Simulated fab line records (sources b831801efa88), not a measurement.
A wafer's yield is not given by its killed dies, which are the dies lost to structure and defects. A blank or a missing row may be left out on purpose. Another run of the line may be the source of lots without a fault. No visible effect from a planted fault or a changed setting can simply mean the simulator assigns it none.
Which tool is to blame? | flow gf180mcu | 13 lots with 39 wafers sampled at 4 steps, on a route of 602 steps

== WHAT THE GAUGES READ, wafer by wafer ==
GF_VT_IMPLANT_RS_MEAS_49: uses a four-point probe to measure. Usual: for MVPSD_RS the level is 1169.5 ohm/sq and the standard deviation is 2.8.
lot  | measured     | on           | MVPSD_RS (ohm/sq)    | flag
L530 | day 7 23:07  | filmMetro-04 | 1169.3 1171.6 1172.8 | 
L531 | day 8 00:53  | filmMetro-02 | 1169.1 1168.0 1171.7 | 
L532 | day 8 10:03  | filmMetro-04 | 1167.2 1172.1 1167.4 | 
L534 | day 8 22:41  | filmMetro-04 | 1167.4 1171.1 1171.5 | 
L535 | day 9 11:23  | filmMetro-01 | 1169.2 1167.5 1166.7 | 
L537 | day 9 22:42  | filmMetro-02 | 1172.2 1174.9 1174.9 | 
L539 | day 10 10:47 | filmMetro-02 | 1166.4 1167.6 1168.9 | 
L543 | day 11 11:07 | filmMetro-01 | 1166.5 1167.4 1169.8 | 
L548 | day 12 16:49 | filmMetro-04 | 1168.3 1170.4 1166.4 | 
L549 | day 13 00:03 | filmMetro-04 | 1173.4 1175.0 1176.8 | 
L550 | day 13 06:44 | filmMetro-02 | 1170.4 1165.3 1169.9 | 
L551 | day 13 12:26 | filmMetro-01 | 1168.8 1170.8 1170.2 | 
L552 | day 13 17:38 | filmMetro-02 | 1169.8 1169.8 1166.8 | 

GF_V2_BOW_MEAS_05. Usual: for V2_BOW the level is 98 um and the standard deviation is 8.7.
lot  | measured     | on           | V2_BOW (um) | flag
L530 | day 19 13:31 | filmMetro-04 | 102 100 100 | 
L531 | day 19 16:34 | filmMetro-01 | 105 97 101  | 
L532 | day 20 07:55 | filmMetro-04 | 95 83 76    | 
L534 | day 21 04:10 | filmMetro-02 | 96 120 110  | 
L535 | day 21 18:16 | filmMetro-01 | 96 94 91    | 
L537 | day 22 06:49 | filmMetro-02 | 84 76 98    | 
L539 | day 23 01:10 | filmMetro-04 | 90 86 96    | 
L543 | day 24 11:07 | filmMetro-04 | 77 78 82    | 
L548 | day 25 17:58 | filmMetro-04 | 99 101 100  | 
L549 | day 25 21:52 | filmMetro-01 | 100 106 105 | 
L550 | day 26 06:55 | filmMetro-04 | 111 104 109 | 
L551 | day 26 15:43 | filmMetro-02 | 106 105 106 | 
L552 | day 26 18:05 | filmMetro-04 | 101 105 102 | 

== TOOL THAT RAN EACH LOT (tool first, then ch and the chambers of the sampled wafers, then the start) ==
lot  | GF_V1_ETCH_17                     | GF_M2_SPUTTER_02
L530 | rieDiel-01 ch 1,2,3, day 18 09:00 | pvdSputter-03, day 18 11:37
L531 | rieDiel-02 ch 2,3, day 18 12:00   | pvdSputter-02, day 18 13:45
L532 | rieDiel-02 ch 0,1,3, day 19 03:00 | pvdSputter-01, day 19 04:55
L534 | rieDiel-04 ch 1,2, day 20 00:00   | pvdSputter-03, day 20 01:39
L535 | rieDiel-02 ch 0,1,2, day 20 15:00 | pvdSputter-02, day 20 16:36
L537 | rieDiel-02 ch 1,2,3, day 21 03:00 | pvdSputter-02, day 21 05:23
L539 | rieDiel-02 ch 0,2, day 21 22:00   | pvdSputter-02, day 22 00:19
L543 | rieDiel-04 ch 0,3, day 23 10:00   | pvdSputter-02, day 23 11:34
L548 | rieDiel-02 ch 1,2,3, day 24 17:00 | pvdSputter-01, day 24 18:55
L549 | rieDiel-01 ch 0,1, day 24 21:00   | pvdSputter-01, day 24 23:16
L550 | rieDiel-02 ch 0,1,3, day 25 07:00 | pvdSputter-01, day 25 08:36
L551 | rieDiel-04 ch 0,2,3, day 25 15:00 | pvdSputter-01, day 25 16:57
L552 | rieDiel-02 ch 1,2,3, day 25 18:00 | pvdSputter-03, day 25 19:59
- GF_V1_ETCH_17: etches SiO2 in C4F8/O2/Ar, stops on TiN, target depth 630 nm.
- GF_M2_SPUTTER_02: material AlCu, target thk 450 nm, time 23.9 s.

== WHAT THE TOOLS THEMSELVES READ (means of the sampled wafers that have a number; where no wafer has one, the mark that the record gives instead) ==
GF_V1_ETCH_17. Usual: biasW 1200 W, standard deviation 3.3; oesProductAu 0.856 a.u., standard deviation 0.0044.
lot  | tool       | biasW (W) | oesProductAu (a.u.) | flag
L530 | rieDiel-01 | 1202      | 0.857               | 
L531 | rieDiel-02 | 1200      | 0.853               | 
L532 | rieDiel-02 | 1201      | 0.856               | 
L534 | rieDiel-04 | 1197      | 0.854               | 
L535 | rieDiel-02 | 1199      | 0.854               | 
L537 | rieDiel-02 | 1094      | 0.859               | OFF
L539 | rieDiel-02 | 1098      | 0.856               | OFF
L543 | rieDiel-04 | 1199      | 0.856               | 
L548 | rieDiel-02 | 1199      | 0.853               | 
L549 | rieDiel-01 | 1203      | 0.857               | 
L550 | rieDiel-02 | 1202      | 0.854               | 
L551 | rieDiel-04 | 1202      | 0.853               | 
L552 | rieDiel-02 | 1201      | 0.854               | 

GF_M2_SPUTTER_02. Usual: cathodeDcPowerW 10600 W, standard deviation 1.9; throttleValvePct 30.0 %, standard deviation 0.94.
lot  | tool          | cathodeDcPowerW (W) | throttleValvePct (%) | flag
L530 | pvdSputter-03 | 10601               | 29.6                 | 
L531 | pvdSputter-02 | 10601               | 30.5                 | 
L532 | pvdSputter-01 | 10599               | 30.4                 | 
L534 | pvdSputter-03 | 10600               | 29.4                 | 
L535 | pvdSputter-02 | 10601               | 30.5                 | 
L537 | pvdSputter-02 | 10599               | 29.6                 | 
L539 | pvdSputter-02 | 10600               | 29.8                 | 
L543 | pvdSputter-02 | 10598               | 30.5                 | 
L548 | pvdSputter-01 | 10601               | 30.5                 | 
L549 | pvdSputter-01 | 10601               | 30.3                 | 
L550 | pvdSputter-01 | 10601               | 30.2                 | 
L551 | pvdSputter-01 | 10598               | 30.3                 | 
L552 | pvdSputter-03 | 10599               | 29.8                 | 

== THE ANSWER, worked out from the rows above alone ==
Rule: take the mean of a lot's wafers that have a number; if it is more than 3 standard deviations from the usual mean, the lot is off. Also off: a lot with no number at a reading for which 4 or more lots have one. All remaining lots with rows at the step are treated as sound. Order of review: gauges by route order, followed by the tools' own readings, for which a lot's mean as printed above is used. At the first step where some lot is off, the reading lying furthest off is the one used; lots without a number count as furthest.
Off: L537, L539 (GF_V1_ETCH_17, biasW).
A tool fits if, at that step or a process step before it, it ran every lot that is off, and no sound lot after the first of them. None of those tried fits.

== WHAT THE SIMULATOR HAD PUT IN ==
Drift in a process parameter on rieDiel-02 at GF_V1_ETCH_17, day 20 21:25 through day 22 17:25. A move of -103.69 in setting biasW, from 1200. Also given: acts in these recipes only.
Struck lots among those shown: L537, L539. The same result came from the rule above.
